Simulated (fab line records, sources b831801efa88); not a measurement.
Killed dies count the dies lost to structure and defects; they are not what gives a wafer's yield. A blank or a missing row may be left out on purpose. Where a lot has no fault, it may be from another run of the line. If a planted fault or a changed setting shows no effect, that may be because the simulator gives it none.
Matching of chambers + flow gf180mcu + 4 sister chambers for GF_CONTACT_CMP_27 on cmp-02
The step polishes, stops on SiO2, t overpolish 15 s, target thk 0 nm. 4 wafers are shown with their chamber, then 7 later ones without.

EACH WAFER AND ITS CHAMBER
| wafer  | chamber | motor-current-A (A) |
|--------|---------|---------------------|
| L256.1 | 3       | 8.1                 |
| L268.6 | 1       | 12.4                |
| L270.3 | 2       | 11.9                |
| L270.5 | 0       | 10.7                |

WAFERS WHOSE CHAMBER IS MISSING
| wafer  | motor-current-A (A) |
|--------|---------------------|
| L270.6 | 12.6                |
| L271.1 | 8.2                 |
| L271.5 | 12.6                |
| L271.6 | 11.2                |
| L273.3 | 12.4                |
| L273.4 | 11.2                |
| L273.5 | 12.4                |

EACH ONE'S CHAMBER
| wafer  | from the rows above     | in truth |
|--------|-------------------------|----------|
| L270.6 | can't be placed: 1 or 2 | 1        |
| L271.1 | 3                       | 3        |
| L271.5 | can't be placed: 1 or 2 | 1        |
| L271.6 | can't be placed: 0 or 2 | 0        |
| L273.3 | can't be placed: 1 or 2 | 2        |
| L273.4 | can't be placed: 0 or 2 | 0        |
| L273.5 | can't be placed: 1 or 2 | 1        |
Placed correctly: 1 of 7. Cannot be placed on the basis of these rows: 6; the candidates contain the true chamber in 6. 0 placed wrongly.
How it was worked out, from the rows above alone: a wafer's distance from a chamber is the root of the sum, over the readings, of the square of ((its reading less the chamber's mean) divided by the reading's scatter). The wafer belongs to the nearest chamber; if the next one is less than 2 further off, it can't be placed. For every chamber, the mean is computed from those of its wafers that are shown. The scatter: root of mean squared gap, hidden wafer to nearest shown wafer, with one shown wafer a chamber.
